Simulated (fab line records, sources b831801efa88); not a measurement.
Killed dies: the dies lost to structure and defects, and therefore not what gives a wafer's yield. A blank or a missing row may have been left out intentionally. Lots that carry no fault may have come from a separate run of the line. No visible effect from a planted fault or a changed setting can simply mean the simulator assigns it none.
What tool caused it? || flow gf180mcu || 6 lots, 18 wafers sampled, at 2 steps of a route of 602

== WHAT EACH GAUGE READ, for each wafer ==
GF_POLY_GATE_CD_MEAS_10 targets a cd of 280 nm.
{"lot": "L634", "measured": "day 9 08:20", "on": "cdSem-02", "cdNm (nm)": "279.5 280.1 280.0"}
{"lot": "L636", "measured": "day 10 02:55", "on": "cdSem-02", "cdNm (nm)": "278.0 277.9 279.1"}
{"lot": "L643", "measured": "day 12 00:35", "on": "cdSem-02", "cdNm (nm)": "272.7 271.1 270.9 272.6 271.2 271.3"}
{"lot": "L648", "measured": "day 13 16:19", "on": "cdSem-01", "cdNm (nm)": "279.5 278.8 279.4"}
{"lot": "L651", "measured": "day 14 15:47", "on": "cdSem-02", "cdNm (nm)": "280.5 280.1 280.5"}
{"lot": "L655", "measured": "day 16 06:40", "on": "cdSem-01", "cdNm (nm)": "279.7 279.9 279.5"}

== WHAT TOOL EACH LOT RAN ON (gives the tool, then ch and the chambers of the sampled wafers, and finally the start) ==
{"lot": "L634", "GF_POLY_GATE_SOFTBAKE_06": "lithoTrack-04 ch 0, day 9 00:00"}
{"lot": "L636", "GF_POLY_GATE_SOFTBAKE_06": "lithoTrack-02 ch 0, day 9 18:00"}
{"lot": "L643", "GF_POLY_GATE_SOFTBAKE_06": "lithoTrack-02 ch 0, day 11 14:00"}
{"lot": "L648", "GF_POLY_GATE_SOFTBAKE_06": "lithoTrack-04 ch 0, day 13 06:00"}
{"lot": "L651", "GF_POLY_GATE_SOFTBAKE_06": "lithoTrack-04 ch 0, day 14 06:00"}
{"lot": "L655", "GF_POLY_GATE_SOFTBAKE_06": "lithoTrack-04 ch 0, day 15 19:00"}
- GF_POLY_GATE_SOFTBAKE_06: time 60 s.

== THE ANSWER, worked out from the rows above alone ==
Rule: the lots themselves supply what counts as usual. The widest of any qualifying gaps counts: lots, ordered by their means at a reading, are off when they make up no more than a third of the lots, leave a main group of 4 or more, and stand apart from it by 3 or more times the standard deviation of that group's means. If all means in a main group match to the digits the tables above print for the reading, that group is not used. Also off: a lot with no number at a reading for which 4 or more lots have one. Any other lot the step has rows for is counted as sound.
Off: L643, at GF_POLY_GATE_CD_MEAS_10 (cdNm). The main group has a mean of 279.5 nm with a standard deviation of 0.69.
A tool fits if, at a process step before that reading, it ran every lot that is off, and no sound lot after the first of them. Gauges at GF_POLY_GATE_CD_MEAS_10: tried the same way as those tools. One fits: GF_POLY_GATE_SOFTBAKE_06 on lithoTrack-02. Its last sound lot is L636 (day 9 18:00), its first lot that is off L643 (day 11 14:00): a fault that began between those two fits.

== WHAT WAS PUT IN BY THE SIMULATOR ==
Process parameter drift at GF_POLY_GATE_SOFTBAKE_06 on lithoTrack-02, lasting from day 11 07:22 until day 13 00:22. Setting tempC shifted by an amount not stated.
Struck lots among those shown: L643. The rule given above showed the same thing.
